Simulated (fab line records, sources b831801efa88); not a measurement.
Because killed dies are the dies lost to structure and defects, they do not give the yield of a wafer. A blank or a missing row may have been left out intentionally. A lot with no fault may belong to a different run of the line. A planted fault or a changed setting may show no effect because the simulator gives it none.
Which tool did it?	flow sky130	13 lots, 39 wafers sampled, at 5 steps of a route of 708

## WHAT THE GAUGES SHOWED, per wafer
SKY_SD_P_OVL_MEAS_08. Usual: SD_P_OVL 0.8 nm, standard deviation 1.3.
lot	measured	on	SD_P_OVL (nm)	flag
L296	day 24 16:57	overlay-02	-0.2 -1.4 -2.0	
L299	day 26 06:37	overlay-02	1.7 1.3 0.5	
L301	day 26 17:26	overlay-02	1.6 1.2 0.7	
L306	day 28 15:58	overlay-01	-0.9 -2.0 -0.4	
L308	day 29 07:04	overlay-01	1.8 2.5 1.7	
L311	day 31 14:10	overlay-02	-1.1 -1.5 -0.5	
L312	day 32 04:31	overlay-01	0.2 1.4 2.2	
L313	day 32 07:06	overlay-01	2.6 1.8 1.2	
L314	day 32 13:54	overlay-01	1.3 -0.7 0.9	
L315	day 32 18:44	overlay-02	-2.3 -1.4 -0.3	
L317	day 33 10:35	overlay-01	1.3 0.2 1.5	
L319	day 33 17:22	overlay-01	2.0 0.5 1.3	
L318	day 33 22:07	overlay-02	1.4 1.2 1.2	

SKY_LI_CONTACT_RS_MEAS_22: measurement is done with a four-point probe. Usual: LI_CONTACT_W_RS 0.2839 ohm/sq, standard deviation 0.0028.
lot	measured	on	LI_CONTACT_W_RS (ohm/sq)	flag
L296	day 28 09:20	film-metro-02	0.2818 0.2779 0.2814	
L299	day 29 22:25	film-metro-01	0.2863 0.2839 0.2854	
L301	day 30 08:08	film-metro-02	0.2879 0.2875 0.2861	
L306	day 32 04:56	film-metro-03	0.2837 0.2846 0.2876 0.2840 0.2848 0.2873	
L308	day 32 19:19	film-metro-01	0.2857 0.2864 0.2878	
L311	day 35 01:42	film-metro-03	0.2856 0.2833 0.2877	
L312	day 35 14:26	film-metro-02	0.2818 0.2844 0.2836	
L313	day 35 15:34	film-metro-03	0.2766 0.2790 0.2831	
L314	day 36 00:21	film-metro-03	0.2814 0.2828 0.2848	
L315	day 36 04:24	film-metro-02	0.2864 0.2798 0.2840	
L317	day 36 17:04	film-metro-01	0.2855 0.2869 0.2842	
L319	day 37 02:16	film-metro-02	0.2846 0.2857 0.2828	
L318	day 37 07:17	film-metro-02	0.2856 0.2850 0.2832	

SKY_LOCAL_INTERCONNECT_RS_MEAS_01: measurement is done with a four-point probe. Usual: LOCAL_INTERCONNECT_TIN_RS 14.14 ohm/sq, standard deviation 0.19.
lot	measured	on	LOCAL_INTERCONNECT_TIN_RS (ohm/sq)	flag
L296	day 28 09:53	film-metro-01	14.01 13.89 14.07	
L299	day 29 22:58	film-metro-03	13.95 14.19 14.34	
L301	day 30 08:41	film-metro-03	13.97 13.83 13.79	
L306	day 32 08:20	film-metro-01	14.00 14.01 14.28	
L308	day 32 19:52	film-metro-03	14.28 14.48 14.24	
L311	day 35 02:14	film-metro-04	14.10 14.11 14.39	
L312	day 35 14:59	film-metro-04	13.96 13.82 13.95	
L313	day 35 16:07	film-metro-04	14.01 14.26 14.18	
L314	day 36 01:06	film-metro-01	14.23 14.16 14.17	
L315	day 36 05:04	film-metro-01	14.22 14.32 14.42	
L317	day 36 17:37	film-metro-01	14.00 13.83 13.78	
L319	day 37 02:49	film-metro-04	14.01 14.02 14.20	
L318	day 37 07:49	film-metro-04	14.27 14.52 14.37	

SKY_LOCAL_INTERCONNECT_THK_MEAS_02: measures by xrf. Usual: LOCAL_INTERCONNECT_TIN_THK 99.6 nm, standard deviation 1.4.
lot	measured	on	LOCAL_INTERCONNECT_TIN_THK (nm)	flag
L296	day 28 09:59	film-metro-01	100.1 100.6 99.7	
L299	day 29 23:05	film-metro-03	100.8 99.1 97.7	
L301	day 30 08:47	film-metro-03	100.2 100.9 101.5	
L306	day 32 08:53	film-metro-01	100.5 99.9 98.5	
L308	day 32 19:59	film-metro-03	98.0 96.6 98.3	
L311	day 35 02:21	film-metro-04	100.4 100.9 98.9	
L312	day 35 15:06	film-metro-04	101.6 102.4 101.9	
L313	day 35 16:14	film-metro-04	101.5 99.3 100.4	
L314	day 36 01:13	film-metro-01	98.7 98.5 98.5	
L315	day 36 05:11	film-metro-01	98.3 98.2 97.2	
L317	day 36 17:44	film-metro-01	99.9 101.3 102.1	
L319	day 37 02:56	film-metro-04	100.2 100.5 99.4	
L318	day 37 07:55	film-metro-04	98.9 97.3 97.9	

## TOOL THAT RAN EACH LOT (tool first, then ch and the chambers of the sampled wafers, then the start)
lot	SKY_LI_CONTACT_SPUTTER_20
L296	pvd-sputter-02, day 28 09:08
L299	pvd-sputter-02, day 29 22:14
L301	pvd-sputter-01, day 30 07:56
L306	pvd-sputter-02, day 32 04:42
L308	pvd-sputter-01, day 32 19:08
L311	pvd-sputter-01, day 35 01:30
L312	pvd-sputter-02, day 35 14:15
L313	pvd-sputter-01, day 35 15:23
L314	pvd-sputter-01, day 36 00:08
L315	pvd-sputter-03, day 36 04:13
L317	pvd-sputter-01, day 36 16:53
L319	pvd-sputter-02, day 37 02:05
L318	pvd-sputter-01, day 37 07:03
- SKY_LI_CONTACT_SPUTTER_20: material TiN, target thk 20 nm, time 80 s.

## AS READ BY THE TOOLS THEMSELVES (means over the sampled wafers that have a number; for cases with no such wafer, the mark the record gives instead)
SKY_LI_CONTACT_SPUTTER_20. Usual: throttle-valve-pct reads 30.0 % (standard deviation 1.2).
lot	tool	throttle-valve-pct (%)	flag
L296	pvd-sputter-02	29.1	
L299	pvd-sputter-02	29.9	
L301	pvd-sputter-01	30.0	
L306	pvd-sputter-02	29.9	
L308	pvd-sputter-01	30.0	
L311	pvd-sputter-01	28.8	
L312	pvd-sputter-02	29.6	
L313	pvd-sputter-01	29.4	
L314	pvd-sputter-01	29.4	
L315	pvd-sputter-03	31.7	
L317	pvd-sputter-01	29.8	
L319	pvd-sputter-02	30.0	
L318	pvd-sputter-01	30.5	

## THE ANSWER, worked out from the rows above alone
Rule: take the mean of a lot's wafers that have a number; if it is more than 3 standard deviations from the usual mean, the lot is off. A lot without any number at a reading at which 4 lots or more have one is off too. The other lots that the step has rows for count as sound. First the gauges in route order, then the tools' own readings, where a lot's mean is used as printed above. At the first step where some lot is off, the reading lying furthest off is the one used; lots without a number count as furthest.
No lot is off on any of the readings shown, so nothing can be concluded from this.

## WHAT THE SIMULATOR HAD PUT IN
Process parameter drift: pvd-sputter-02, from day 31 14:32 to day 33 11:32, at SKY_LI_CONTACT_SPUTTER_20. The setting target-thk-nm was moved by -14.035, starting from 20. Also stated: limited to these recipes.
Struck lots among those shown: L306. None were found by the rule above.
